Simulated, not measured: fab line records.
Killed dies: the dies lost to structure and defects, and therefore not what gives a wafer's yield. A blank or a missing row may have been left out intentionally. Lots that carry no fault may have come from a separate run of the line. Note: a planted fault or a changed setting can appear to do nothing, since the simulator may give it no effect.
Which tool is to blame? -- flow gf180mcu -- 15 lots, 45 wafers sampled, at 4 steps of a route of 602

WHAT THE GAUGES SHOWED, per wafer
GF_NSD_OVL_MEAS_08.
lot,measured,on,NSD_OVL (nm)
L632,day 13 04:46,overlay-02,-1.4 -0.7 1.0
L634,day 14 03:22,overlay-02,-2.7 -1.5 -3.6
L635,day 14 09:34,overlay-02,-1.5 -1.7 -3.5
L636,day 14 15:37,overlay-01,0.3 0.8 3.1
L637,day 15 02:38,overlay-01,-1.5 -1.9 0.0
L639,day 15 20:35,overlay-01,-3.3 -1.7 -2.7
L641,day 16 17:04,overlay-01,-1.4 -1.9 -1.4
L642,day 16 19:35,overlay-02,-1.5 0.9 1.1
L644,day 17 11:32,overlay-01,-2.8 -0.3 0.9
L645,day 17 17:49,overlay-02,-0.8 2.3 -1.4
L649,day 19 06:43,overlay-02,-1.3 0.1 0.0
L650,day 19 14:42,overlay-02,1.2 -0.8 0.4
L652,day 20 08:01,overlay-02,-0.3 -2.0 -2.5
L654,day 20 22:58,overlay-01,-3.4 -1.7 -2.1
L655,day 21 02:54,overlay-01,-1.2 -0.3 -1.0

GF_SAB_CD_MEAS_09: target cd 420 nm.
lot,measured,on,cd_nm (nm)
L632,day 14 23:41,cd_sem-01,418.6 420.2 420.1
L634,day 15 22:27,cd_sem-02,418.9 422.9 420.0
L635,day 16 04:47,cd_sem-01,421.1 420.6 424.1
L636,day 16 10:53,cd_sem-01,420.7 421.1 420.3
L637,day 16 23:58,cd_sem-01,419.8 419.9 418.1
L639,day 17 20:07,cd_sem-01,424.0 421.3 426.1
L641,day 18 15:13,cd_sem-02,417.8 419.2 415.9
L642,day 18 18:53,cd_sem-01,421.3 419.1 419.8
L644,day 19 12:17,cd_sem-01,423.5 422.2 423.7
L645,day 19 18:45,cd_sem-02,421.5 421.1 421.0
L649,day 21 07:47,cd_sem-01,421.3 420.2 421.6
L650,day 21 15:41,cd_sem-02,416.7 419.0 417.3
L652,day 22 09:26,cd_sem-02,423.7 424.7 422.5
L654,day 22 23:25,cd_sem-01,420.7 422.1 421.5
L655,day 23 03:56,cd_sem-01,421.2 421.3 420.9

GF_CONTACT_CD_MEAS_14: target cd 220 nm.
lot,measured,on,cd_nm (nm)
L632,day 15 22:50,cd_sem-02,217.4 218.1 218.9
L634,day 16 22:15,cd_sem-01,220.0 218.2 218.3
L635,day 17 05:08,cd_sem-01,219.9 218.9 220.1
L636,day 17 11:02,cd_sem-01,219.1 219.7 219.9
L637,day 18 00:37,cd_sem-01,220.7 221.1 220.7
L639,day 18 21:46,cd_sem-01,220.2 220.0 220.4
L641,day 19 17:36,cd_sem-02,217.2 218.1 218.1
L642,day 19 20:35,cd_sem-02,219.0 220.5 219.4
L644,day 20 13:56,cd_sem-02,219.8 220.5 219.1
L645,day 20 21:20,cd_sem-01,221.4 219.9 219.5
L649,day 22 08:53,cd_sem-01,223.1 222.9 223.0
L650,day 22 16:50,cd_sem-02,219.6 221.1 220.2
L652,day 23 09:59,cd_sem-02,220.9 221.1 222.7
L654,day 23 23:43,cd_sem-02,220.1 221.3 219.6
L655,day 24 04:23,cd_sem-02,221.0 221.6 220.7

EACH LOT AND THE TOOL THAT RAN IT (in order: tool; ch and the chambers of the sampled wafers; start)
lot,GF_SALICIDE_RTA_08
L632,"rtp_anneal-01 ch 0, day 15 00:44"
L634,"rtp_anneal-02 ch 0, day 15 23:24"
L635,"rtp_anneal-02 ch 0, day 16 05:43"
L636,"rtp_anneal-01 ch 0, day 16 11:49"
L637,"rtp_anneal-02 ch 0, day 17 00:53"
L639,"rtp_anneal-02 ch 0, day 17 21:02"
L641,"rtp_anneal-01 ch 0, day 18 16:16"
L642,"rtp_anneal-01 ch 0, day 18 19:47"
L644,"rtp_anneal-01 ch 0, day 19 13:13"
L645,"rtp_anneal-01 ch 0, day 19 19:40"
L649,"rtp_anneal-02 ch 0, day 21 08:43"
L650,"rtp_anneal-02 ch 0, day 21 16:37"
L652,"rtp_anneal-02 ch 0, day 22 10:22"
L654,"rtp_anneal-02 ch 0, day 23 00:21"
L655,"rtp_anneal-01 ch 0, day 23 04:51"
- GF_SALICIDE_RTA_08: time 30 s.

WHAT THE TOOLS THEMSELVES READ (means of the sampled wafers that have a number; where no wafer has one, the mark that the record gives instead)
GF_SALICIDE_RTA_08.
lot,tool,chamber_o2_ppm,lamp_power_pct (%),wafer_temp_C_max
L632,rtp_anneal-01,1.993,15.3,802.6
L634,rtp_anneal-02,1.994,14.1,804.3
L635,rtp_anneal-02,2.010,14.1,803.9
L636,rtp_anneal-01,1.974,15.3,802.5
L637,rtp_anneal-02,1.980,14.1,804.1
L639,rtp_anneal-02,2.017,14.1,803.6
L641,rtp_anneal-01,2.021,15.3,802.2
L642,rtp_anneal-01,301.990,15.3,801.9
L644,rtp_anneal-01,301.993,15.3,801.7
L645,rtp_anneal-01,302.010,15.2,801.7
L649,rtp_anneal-02,2.017,14.1,805.1
L650,rtp_anneal-02,2.010,14.1,803.8
L652,rtp_anneal-02,2.016,14.1,802.9
L654,rtp_anneal-02,1.995,14.1,803.4
L655,rtp_anneal-01,1.997,15.3,802.2

THE ANSWER, worked out from the rows above alone
Rule: what is usual is taken from the lots themselves. The widest of any qualifying gaps counts: lots, ordered by their means at a reading, are off when they make up no more than a third of the lots, leave a main group of 4 or more, and stand apart from it by 3 or more times the standard deviation of that group's means. A main group whose means are all the same, to the digits that the tables above print for the reading, isn't used. A lot without any number at a reading at which 4 lots or more have one is off too. Where the step has rows for the other lots, those lots are counted as sound. Order of review: gauges by route order, followed by the tools' own readings, for which a lot's mean as printed above is used. The first step at which some lot is off is used, and at that step the reading that is off furthest; a lot without a number counts as furthest.
Off: L642, L644, L645 (GF_SALICIDE_RTA_08, chamber_o2_ppm). Main group: mean 2.002, sd 0.015.
A tool fits if, at that step or a process step before it, it ran every lot that is off, and no sound lot after the first of them. None of those tried fits.

WHAT HAD BEEN PUT IN BY THE SIMULATOR
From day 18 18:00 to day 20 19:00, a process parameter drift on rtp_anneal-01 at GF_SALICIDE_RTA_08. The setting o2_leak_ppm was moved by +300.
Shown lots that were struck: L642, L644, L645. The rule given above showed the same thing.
